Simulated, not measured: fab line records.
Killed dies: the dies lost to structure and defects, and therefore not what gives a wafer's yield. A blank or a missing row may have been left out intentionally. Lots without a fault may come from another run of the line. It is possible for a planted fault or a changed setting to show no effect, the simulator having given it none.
A sampling plan put to the test    flow gf180mcu    one fab line, 20 faults that these records tell of, each judged on the records of the lots that it struck
The plan consists of the line's own looks: route steps at which the wafer is read by a gauge or an inspection but not changed. Where struck wafers have a number at a look and the file lists that look's usual mean and standard deviation on fault-free wafers, the look can be judged. Caught: a look later than the fault's first step finds the struck wafers' mean 4 or more of those standard deviations (sigma) from the usual mean. On the tool: the identical test, applied to the tool's own readings at the steps of the fault. Also counted as caught: the struck wafers showing another recipe, or a record that is empty for them alone.

THE FAULTS, as the simulator had put them in
1. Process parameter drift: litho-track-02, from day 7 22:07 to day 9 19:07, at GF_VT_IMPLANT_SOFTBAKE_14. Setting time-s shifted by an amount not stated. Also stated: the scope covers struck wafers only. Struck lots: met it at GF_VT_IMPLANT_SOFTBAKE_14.
2. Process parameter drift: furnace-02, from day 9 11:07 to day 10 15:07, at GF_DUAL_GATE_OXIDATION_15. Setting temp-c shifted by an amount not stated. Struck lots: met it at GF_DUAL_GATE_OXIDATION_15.
3. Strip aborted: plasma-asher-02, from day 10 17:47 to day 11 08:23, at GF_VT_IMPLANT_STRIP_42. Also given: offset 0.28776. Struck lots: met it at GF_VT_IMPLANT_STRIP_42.
4. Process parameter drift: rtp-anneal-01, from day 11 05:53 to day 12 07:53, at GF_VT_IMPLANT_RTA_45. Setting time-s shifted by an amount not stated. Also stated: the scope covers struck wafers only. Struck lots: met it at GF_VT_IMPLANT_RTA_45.
5. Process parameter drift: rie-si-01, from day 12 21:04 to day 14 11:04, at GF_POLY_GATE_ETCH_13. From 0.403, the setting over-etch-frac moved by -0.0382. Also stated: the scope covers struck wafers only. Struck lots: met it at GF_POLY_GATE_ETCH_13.
6. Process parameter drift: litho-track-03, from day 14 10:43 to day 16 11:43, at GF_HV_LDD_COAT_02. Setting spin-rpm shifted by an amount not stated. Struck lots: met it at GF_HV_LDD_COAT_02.
7. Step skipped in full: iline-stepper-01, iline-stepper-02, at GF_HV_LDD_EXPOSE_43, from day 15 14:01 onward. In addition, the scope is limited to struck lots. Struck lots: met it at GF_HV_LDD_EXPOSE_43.
8. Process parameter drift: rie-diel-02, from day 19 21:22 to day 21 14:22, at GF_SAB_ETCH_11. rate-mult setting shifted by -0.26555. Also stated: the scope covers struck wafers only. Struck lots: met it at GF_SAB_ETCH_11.
9. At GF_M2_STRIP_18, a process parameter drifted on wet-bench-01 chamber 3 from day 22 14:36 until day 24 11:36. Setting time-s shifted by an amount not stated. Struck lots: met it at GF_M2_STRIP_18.
10. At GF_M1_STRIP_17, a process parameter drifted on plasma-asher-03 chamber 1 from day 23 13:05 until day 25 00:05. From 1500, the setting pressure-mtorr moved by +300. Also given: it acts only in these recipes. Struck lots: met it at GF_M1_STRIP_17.
11. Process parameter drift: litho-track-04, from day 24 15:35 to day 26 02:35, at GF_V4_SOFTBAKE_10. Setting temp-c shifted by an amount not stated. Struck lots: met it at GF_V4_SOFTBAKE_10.
12. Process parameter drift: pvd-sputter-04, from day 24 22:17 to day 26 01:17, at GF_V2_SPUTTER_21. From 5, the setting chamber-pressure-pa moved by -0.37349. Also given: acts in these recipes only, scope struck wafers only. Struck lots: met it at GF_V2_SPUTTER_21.
13. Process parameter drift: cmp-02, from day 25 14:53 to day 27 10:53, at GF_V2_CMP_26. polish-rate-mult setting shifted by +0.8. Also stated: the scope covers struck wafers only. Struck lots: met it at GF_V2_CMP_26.
14. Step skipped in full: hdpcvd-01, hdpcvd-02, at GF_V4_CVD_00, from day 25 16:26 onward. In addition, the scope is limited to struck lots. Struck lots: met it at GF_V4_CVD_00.
15. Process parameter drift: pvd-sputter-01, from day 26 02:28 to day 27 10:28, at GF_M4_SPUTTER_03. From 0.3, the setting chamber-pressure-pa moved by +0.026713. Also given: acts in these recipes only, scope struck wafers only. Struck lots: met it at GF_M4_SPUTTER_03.
16. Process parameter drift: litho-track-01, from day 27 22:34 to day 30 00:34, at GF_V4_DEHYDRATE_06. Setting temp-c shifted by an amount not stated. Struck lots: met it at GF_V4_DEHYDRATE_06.
17. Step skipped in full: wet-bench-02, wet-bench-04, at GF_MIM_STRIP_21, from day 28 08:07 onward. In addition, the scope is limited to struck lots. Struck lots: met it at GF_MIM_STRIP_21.
18. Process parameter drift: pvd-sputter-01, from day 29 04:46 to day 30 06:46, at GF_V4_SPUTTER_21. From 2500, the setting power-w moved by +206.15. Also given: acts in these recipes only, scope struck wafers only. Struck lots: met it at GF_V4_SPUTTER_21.
19. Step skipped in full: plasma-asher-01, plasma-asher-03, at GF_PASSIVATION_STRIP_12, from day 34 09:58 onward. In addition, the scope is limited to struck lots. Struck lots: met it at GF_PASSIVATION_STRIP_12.
20. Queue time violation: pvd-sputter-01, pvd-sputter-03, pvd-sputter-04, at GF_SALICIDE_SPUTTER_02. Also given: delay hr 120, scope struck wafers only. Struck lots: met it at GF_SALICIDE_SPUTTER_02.

WHAT THE PLAN SAW
fault  on the tool itself                                first look that catches it                       reading, sigma                              median hours from its first step to that look  hours from the fault's start to the first struck lot there  judged looks passed uncaught
1      run-length-s +54 sigma                            none of the 2 looks that can be judged after it  -                                           -                                              -                                                           2
2      tube-center-temp-C +97 sigma                      not the one look that can be judged after it     -                                           -                                              -                                                           1
3      oes-product-au +47 sigma                          no look after it can be judged                   -                                           -                                              -                                                           0
4      run-length-s -4.2 sigma                           no look after it can be judged                   -                                           -                                              -                                                           0
5      under 2 sigma                                     not the one look that can be judged after it     -                                           -                                              -                                                           1
6      spin-speed-rpm -29 sigma                          no look after it can be judged                   -                                           -                                              -                                                           0
7      no reading that can be judged                     no look after it can be judged                   -                                           -                                              -                                                           0
8      oes-product-au -22 sigma                          not the one look that can be judged after it     -                                           -                                              -                                                           1
9      run-length-s +39 sigma                            no look after it can be judged                   -                                           -                                              -                                                           0
10     chamber-pressure-mTorr +71 sigma                  no look after it can be judged                   -                                           -                                              -                                                           0
11     heater-power-total-W -11 sigma                    not the one look that can be judged after it     strongest: cd-nm at GF_V4_CD_MEAS_14, -3.0  -                                              -                                                           1
12     chamber-pressure-pa -38 sigma                     not the one look that can be judged after it     -                                           -                                              -                                                           1
13     time-to-endpoint-s -12 sigma                      no look after it can be judged                   -                                           -                                              -                                                           0
14     the tool's record is blank for the struck wafers  no look after it can be judged                   -                                           -                                              -                                                           0
15     chamber-pressure-pa +44 sigma                     not the one look that can be judged after it     -                                           -                                              -                                                           1
16     heater-power-total-W +31 sigma                    no look after it can be judged                   -                                           -                                              -                                                           0
17     the tool's record is blank for the struck wafers  not the one look that can be judged after it     -                                           -                                              -                                                           1
18     cathode-dc-power-W +99 or beyond sigma            no look after it can be judged                   -                                           -                                              -                                                           0
19     the tool's record is blank for the struck wafers  no look after it can be judged                   -                                           -                                              -                                                           0
20     under 2 sigma                                     not the one look that can be judged after it     -                                           -                                              -                                                           1
A dash: the fault isn't caught, or these records don't give the number.

Caught at a look: 0 of 20. Caught on the tool: 17 of 20. By one or the other: 17 of 20.
On the tool alone, faults 1, 2, 3, 4, 6, 8, 9, 10, 11, 12, 13, 14, 15, 16, 17, 18, 19 were caught.
Caught by neither: faults 5, 7, 20.
